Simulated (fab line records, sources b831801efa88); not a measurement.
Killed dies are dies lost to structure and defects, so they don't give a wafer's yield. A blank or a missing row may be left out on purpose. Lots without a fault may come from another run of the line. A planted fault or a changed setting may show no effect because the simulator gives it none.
Chamber matching | flow gf180mcu | GF_STI_ETCH_14 on rie_si-02: 4 sister chambers
The step etches Si in HBr/Cl2/O2, target depth 360 nm, time 102.9 s. 4 wafers are shown with their chamber, then 7 later ones without.

WAFERS WITH THEIR CHAMBER
wafer  | chamber | drypump_motor_current_A (A)
L859.2 | 3       | 5.92
L859.4 | 0       | 6.15
L862.1 | 2       | 6.36
L862.4 | 1       | 5.38

WAFERS WITHOUT THEIR CHAMBER
wafer  | drypump_motor_current_A (A)
L862.6 | 6.14
L869.1 | 6.35
L869.2 | 6.14
L869.6 | 5.36
L872.3 | 5.36
L872.4 | 6.14
L872.6 | 5.36

WHICH CHAMBER EACH WENT THROUGH
wafer  | from the rows above | in truth
L862.6 | 0                   | 0
L869.1 | 2                   | 2
L869.2 | 0                   | 0
L869.6 | 1                   | 1
L872.3 | 1                   | 1
L872.4 | 0                   | 0
L872.6 | 1                   | 1
Placed correctly: 7 of 7. Can't be placed from these rows: 0. Placed wrongly: 0.
How it was worked out, from the rows above alone: a wafer's distance from a chamber is the root of the sum, over the readings, of the square of ((its reading less the chamber's mean) divided by the reading's scatter). The wafer belongs to the nearest chamber; if the next one is less than 2 further off, it can't be placed. A chamber's mean is the mean of its shown wafers. The scatter: with one shown wafer a chamber, the root of the mean of the squares of how far each hidden wafer lies from its nearest shown one.
